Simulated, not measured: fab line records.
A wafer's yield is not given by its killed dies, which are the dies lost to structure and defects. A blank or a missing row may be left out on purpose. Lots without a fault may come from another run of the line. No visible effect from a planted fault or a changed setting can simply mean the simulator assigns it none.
Which tool is to blame? | flow sky130 | 12 lots, 36 wafers sampled, at 4 steps of a route of 708

WHAT THE GAUGES READ, wafer by wafer
SKY_VIA4_BOW_MEAS_03. Usual: VIA4_BOW typically reads 82 um, with standard deviation 8.1.
lot  | measured     | on            | VIA4_BOW (um) | flag
L215 | day 43 04:46 | film metro-02 | 73 83 78      |
L214 | day 43 05:57 | film metro-01 | 98 88 97      |
L217 | day 43 17:26 | film metro-01 | 76 72 84      |
L218 | day 44 03:29 | film metro-03 | 84 69 74      |
L219 | day 44 08:58 | film metro-02 | 89 86 79      |
L223 | day 45 06:07 | film metro-03 | 73 69 83      |
L224 | day 45 11:51 | film metro-02 | 84 85 92      |
L231 | day 47 07:04 | film metro-02 | 74 73 75      |
L232 | day 47 09:00 | film metro-02 | 96 85 95      |
L234 | day 47 21:49 | film metro-01 | 84 79 73      |
L236 | day 48 12:05 | film metro-01 | 96 86 85      |
L237 | day 48 18:01 | film metro-02 | 73 87 66      |

SKY_VIA4_RS_MEAS_19: measurement is done with a four-point probe. Usual: VIA4_W_RS typically reads 0.2258 ohm/sq, with standard deviation 0.0022.
lot  | measured     | on            | VIA4_W_RS (ohm/sq)   | flag
L215 | day 44 04:32 | film metro-02 | 0.2291 0.2238 0.2214 |
L214 | day 44 05:32 | film metro-02 | 0.2273 0.2296 0.2279 |
L217 | day 44 17:00 | film metro-02 | 0.2250 0.2279 0.2274 |
L218 | day 45 03:08 | film metro-01 | 0.2307 0.2322 0.2301 |
L219 | day 45 08:04 | film metro-03 | 0.2250 0.2260 0.2274 |
L223 | day 46 04:53 | film metro-01 | 0.2263 0.2244 0.2260 |
L224 | day 46 10:03 | film metro-01 | 0.2295 0.2283 0.2251 |
L231 | day 48 04:08 | film metro-02 | 0.2252 0.2255 0.2240 |
L232 | day 48 05:53 | film metro-03 | 0.2227 0.2253 0.2272 |
L234 | day 48 18:45 | film metro-02 | 0.2233 0.2233 0.2265 |
L236 | day 49 09:12 | film metro-01 | 0.2257 0.2236 0.2243 |
L237 | day 49 13:36 | film metro-02 | 0.2224 0.2245 0.2192 |

SKY_PAD_OPEN_BOW_MEAS_13. Usual: PAD_OPEN_BOW typically reads 50 um, with standard deviation 8.4.
lot  | measured     | on            | PAD_OPEN_BOW (um) | flag
L215 | day 47 02:40 | film metro-01 | 35 44 39          |
L214 | day 47 04:16 | film metro-03 | 64 54 64          |
L217 | day 47 14:28 | film metro-03 | 45 43 51          |
L218 | day 47 23:42 | film metro-03 | 55 39 46          |
L219 | day 48 02:51 | film metro-04 | 59 55 47          |
L223 | day 48 22:33 | film metro-01 | 40 38 51          |
L224 | day 49 04:46 | film metro-04 | 51 53 58          |
L231 | day 50 14:44 | film metro-04 | 40 38 39          |
L232 | day 50 16:59 | film metro-03 | 67 55 66          |
L234 | day 51 03:39 | film metro-03 | 54 47 44          |
L236 | day 51 14:55 | film metro-01 | 63 53 52          |
L237 | day 51 19:19 | film metro-01 | 46 60 39          |

WHAT TOOL EACH LOT RAN ON (gives the tool, then ch and the chambers of the sampled wafers, and finally the start)
lot  | SKY_CAPM_SPUTTER_02
L215 | pvd sputter-02, day 37 18:23
L214 | pvd sputter-03, day 37 18:28
L217 | pvd sputter-02, day 38 07:58
L218 | pvd sputter-04, day 38 17:47
L219 | pvd sputter-02, day 39 03:02
L223 | pvd sputter-02, day 40 00:08
L224 | pvd sputter-04, day 40 08:13
L231 | pvd sputter-04, day 42 08:44
L232 | pvd sputter-02, day 42 11:46
L234 | pvd sputter-03, day 43 02:14
L236 | pvd sputter-02, day 43 17:34
L237 | pvd sputter-02, day 43 22:44
- SKY_CAPM_SPUTTER_02: material TiN, target thk 200 nm, time 166.7 s.

AS READ BY THE TOOLS THEMSELVES (means over the sampled wafers that have a number; for cases with no such wafer, the mark the record gives instead)
SKY_CAPM_SPUTTER_02. Usual: chamber pressure pa 0.4000 Pa, standard deviation 0.00078; throttle valve pct 30.2 %, standard deviation 0.87.
lot  | tool           | chamber pressure pa (Pa) | throttle valve pct (%) | flag
L215 | pvd sputter-02 | 0.4003                   | 29.6                   |
L214 | pvd sputter-03 | 0.3999                   | 30.0                   |
L217 | pvd sputter-02 | 0.3993                   | 30.3                   |
L218 | pvd sputter-04 | 0.4005                   | 30.6                   |
L219 | pvd sputter-02 | 0.4006                   | 29.7                   |
L223 | pvd sputter-02 | 0.4000                   | 30.2                   |
L224 | pvd sputter-04 | 0.4003                   | 30.4                   |
L231 | pvd sputter-04 | 0.3999                   | 30.7                   |
L232 | pvd sputter-02 | 0.4001                   | 30.2                   |
L234 | pvd sputter-03 | 0.3998                   | 29.8                   |
L236 | pvd sputter-02 | 0.4003                   | 30.9                   |
L237 | pvd sputter-02 | 0.4000                   | 29.8                   |

THE ANSWER, worked out from the rows above alone
Rule: a lot is off if the mean of its wafers that have a number lies more than 3 standard deviations from the usual mean. A lot without any number at a reading at which 4 lots or more have one is off too. The other lots that the step has rows for count as sound. The gauges are gone through in route order, then the tools' own readings, and for those a lot's mean is taken as printed above. The first step at which some lot is off is used, and at that step the reading that is off furthest; a lot without a number counts as furthest.
Across all readings shown, no lot is off: no conclusion can be drawn from this.

WHAT THE SIMULATOR PUT IN
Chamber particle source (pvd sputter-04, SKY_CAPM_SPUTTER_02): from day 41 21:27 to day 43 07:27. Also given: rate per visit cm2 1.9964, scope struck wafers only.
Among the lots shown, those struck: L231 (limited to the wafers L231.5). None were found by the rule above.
